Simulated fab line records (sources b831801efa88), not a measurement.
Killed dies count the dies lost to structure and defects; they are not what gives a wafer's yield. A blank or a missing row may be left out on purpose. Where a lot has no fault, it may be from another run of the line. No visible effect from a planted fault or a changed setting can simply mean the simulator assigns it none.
Which of the tools did it?    flow gf180mcu    14 lots, 42 wafers sampled, at 2 steps of a route of 602

WHAT THE GAUGES READ, wafer by wafer
GF_PSD_RS_MEAS_14: the measuring method here is four-point-probe.
lot   measured      on            NSD_RS (ohm/sq)
L851  day 14 03:50  filmMetro-03  46.12 46.06 46.23
L852  day 14 19:42  filmMetro-03  46.13 46.13 46.17
L853  day 14 22:47  filmMetro-03  46.12 46.16 46.28
L854  day 15 03:53  filmMetro-03  45.98 46.03 46.00
L855  day 15 18:32  filmMetro-04  46.10 46.06 46.11
L859  day 17 00:35  filmMetro-02  46.56 46.52 46.51
L860  day 17 05:52  filmMetro-04  46.55 46.74 46.61
L862  day 18 00:56  filmMetro-02  46.14 45.92 46.11
L864  day 18 22:11  filmMetro-03  46.06 45.85 46.04
L865  day 19 06:30  filmMetro-02  46.21 46.21 46.17
L868  day 20 06:15  filmMetro-04  46.27 46.20 46.14
L872  day 21 14:29  filmMetro-03  46.02 46.03 46.01
L873  day 22 04:17  filmMetro-04  46.22 46.18 46.24
L874  day 22 07:43  filmMetro-02  46.03 46.07 46.13

EACH LOT AND THE TOOL THAT RAN IT (in order: tool; ch and the chambers of the sampled wafers; start)
lot   GF_NSD_IMPLANT_10
L851  implanter-03 ch 0, day 13 06:44
L852  implanter-04 ch 0, day 13 22:11
L853  implanter-02 ch 0, day 14 01:14
L854  implanter-02 ch 0, day 14 05:29
L855  implanter-04 ch 0, day 14 20:35
L859  implanter-04 ch 0, day 16 01:05
L860  implanter-04 ch 0, day 16 06:53
L862  implanter-02 ch 0, day 17 01:32
L864  implanter-02 ch 0, day 17 21:02
L865  implanter-02 ch 0, day 18 05:39
L868  implanter-03 ch 0, day 19 05:58
L872  implanter-04 ch 0, day 20 14:35
L873  implanter-04 ch 0, day 21 04:08
L874  implanter-04 ch 0, day 21 07:50
- GF_NSD_IMPLANT_10

WHAT THE TOOLS THEMSELVES READ (means of the sampled wafers that have a number; where no wafer has one, the mark that the record gives instead)
The record holds no such reading with a usual standard deviation.

THE ANSWER, worked out from the rows above alone
Rule: what is usual is taken from the lots themselves. Put in order of their means at a reading, lots are off if they are a third of the lots or fewer, leave a main group of 4 or more, and stand apart from it by a gap of 3 or more times the standard deviation of the main group's means; of several such gaps the widest counts. The tables above print the reading to a certain number of digits; a main group whose means all agree to those digits is not used. A lot without any number at a reading at which 4 lots or more have one is off too. All remaining lots with rows at the step are treated as sound. The gauges are gone through in route order, then the tools' own readings, and for those a lot's mean is taken as printed above. At the first step where some lot is off, the reading lying furthest off is the one used; lots without a number count as furthest.
Off: L859, L860, seen at GF_PSD_RS_MEAS_14 (NSD_RS). The main group has a mean of 46.11 ohm/sq with a standard deviation of 0.079.
If a tool, at a process step before that reading, ran all the lots that are off and no sound lot after the first of them, it fits. Those tools and the gauges at GF_PSD_RS_MEAS_14 are tried in the same way. None of those tried fits.

WHAT THE SIMULATOR PUT IN
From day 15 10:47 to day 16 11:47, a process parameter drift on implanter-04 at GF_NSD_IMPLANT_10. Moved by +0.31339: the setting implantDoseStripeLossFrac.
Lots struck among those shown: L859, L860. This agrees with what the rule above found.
